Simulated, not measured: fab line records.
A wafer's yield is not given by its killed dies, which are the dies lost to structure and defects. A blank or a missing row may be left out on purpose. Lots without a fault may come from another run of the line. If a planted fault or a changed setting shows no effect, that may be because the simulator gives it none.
Struck lot and sound lot, side by side + flow gf180mcu + 18 steps out of a route of 602
Sound: these wafers, L601.1, L601.3, L601.5. Struck: wafer L609.3 (L609.2, L609.5, from the same lot, were not struck and are left out); the cause is given at the end.
At each step with rows: each side's tool, then ch and its chambers, then its first start. Under that, the readings that differ: sound wafers + struck wafers + difference of the means + sigmas: that difference in standard deviations of wafers without a fault.
alike: a reading whose means differ by less than 2 such deviations, as well as words and numbers matching on both sides. not compared: withheld readings; readings where some wafer has no value; bounds like >300 that might hide an equal value; numbers whose values overlap and for which the record gives no deviation.
A row with sigmas, a row that says differs or no value, or rows on one side alone: a step with any of these is where the two part. When numbers do not overlap yet have no deviation, they are printed without sigmas and do not part them. Lack of a reading on every wafer of one side parts them only where that side has two or more wafers.

first, 2 steps without rows for these wafers: GF_CONTACT_PEB_12 (peb time 90 s); GF_CONTACT_DEVELOP_13 (develop time 60 s).
GF_CONTACT_CD_MEAS_14: the cd target is 220 nm.
  sound on cd_sem-02 at day 17 05:17; struck on cd_sem-02 at day 19 21:16
  alike: cd_nm
GF_CONTACT_OVL_MEAS_15:
  sound on overlay-02 at day 17 05:25; struck on overlay-02 at day 19 21:22
  alike: CONTACT_OVL
GF_CONTACT_ETCH_16: etches BARC in N2/H2.
  sound on rie_diel-04 ch 1,2, day 17 05:26; struck on rie_diel-04 ch 2, day 19 21:23
  alike: drypump_motor_current_A, n2_flow_sccm, oes_product_au, throttle_valve_pct
then, 1 step without rows for these wafers: GF_CONTACT_ETCH_17 (etches SiO2 in C4F8/O2/Ar, stops on CoSi2, target depth 860 nm).
GF_CONTACT_STRIP_18: strips in O2/N2.
  sound on plasma_asher-04 ch 0,1, day 17 05:37; struck on plasma_asher-02 ch 1, day 19 21:34
  alike: drypump_motor_current_A, heater_power_w, n2_flow_sccm, oes_product_au
  not compared: rf_hours_counter_h
then, 3 steps without rows for these wafers: GF_CONTACT_CLEAN_19 (cleans in SPM); GF_CONTACT_CLEAN_20 (cleans in DIW); GF_CONTACT_CLEAN_21 (cleans in dHF, time 20 s).
GF_CONTACT_SPUTTER_22: material Ti, target thk 15 nm, time 80.02 s.
  sound on pvd_sputter-03 at day 17 05:55; struck on pvd_sputter-01 at day 19 21:51
  alike: substrate_temp_c, throttle_valve_pct
GF_CONTACT_SPUTTER_23: material TiN, target thk 10 nm, time 40 s.
  sound on pvd_sputter-03 at day 17 05:58; struck on pvd_sputter-01 at day 19 21:55
  alike: throttle_valve_pct
GF_CONTACT_CVD_24: deposits W, target thk 300 nm, time 90.339 s.
  sound on cvd_w-01 ch 0,1, day 17 06:01; struck on cvd_w-02 ch 0, day 19 21:57
| reading                               | sound             | struck | difference | sigmas |
|---------------------------------------|-------------------|--------|------------|--------|
| model.W_of_CONTACT_CVD_24.thk_nm (nm) | 300.8 298.7 296.5 | 473.2  | +174.5     |        |
  alike: heater_power_outer_w, heater_power_w
GF_CONTACT_RS_MEAS_25: measurement is done with a four-point probe.
  sound on film_metro-02 at day 17 06:07; struck on film_metro-02 at day 19 22:04
| reading               | sound             | struck | difference | sigmas |
|-----------------------|-------------------|--------|------------|--------|
| CONTACT_W_RS (ohm/sq) | 0.382 0.384 0.388 | 0.242  | -0.143     | -38    |
GF_CONTACT_THK_MEAS_26: measures by xrf.
  sound on film_metro-02 at day 17 06:14; struck on film_metro-02 at day 19 22:11
| reading            | sound       | struck | difference | sigmas |
|--------------------|-------------|--------|------------|--------|
| CONTACT_W_THK (nm) | 322 318 318 | 515    | +196       | +44    |
GF_CONTACT_CMP_27: polishes, stops on SiO2, t overpolish 15 s, target thk 0 nm.
  sound on cmp-01 ch 0,2, day 17 06:18; struck on cmp-01 ch 1, day 19 22:14
| reading                | sound    | struck | difference | sigmas |
|------------------------|----------|--------|------------|--------|
| time_to_endpoint_s (s) | 72 66 67 | 113    | +45        | +13    |
  alike: motor_current_A
GF_M1_SPUTTER_00: material Ti, target thk 37.5 nm, time 150 s.
  sound on pvd_sputter-02 at day 17 06:36; struck on pvd_sputter-04 at day 19 22:32
  alike: substrate_temp_c, throttle_valve_pct
following that, these wafers have no rows for 1 step: GF_PASSIVATION_PROBE_99.

WHERE THEY PART
Last at GF_CONTACT_CMP_27 as far as this record goes, first at GF_CONTACT_RS_MEAS_25. Later steps at which nothing parts them and some readings are alike: GF_M1_SPUTTER_00.

WHY: whatever the simulator had introduced
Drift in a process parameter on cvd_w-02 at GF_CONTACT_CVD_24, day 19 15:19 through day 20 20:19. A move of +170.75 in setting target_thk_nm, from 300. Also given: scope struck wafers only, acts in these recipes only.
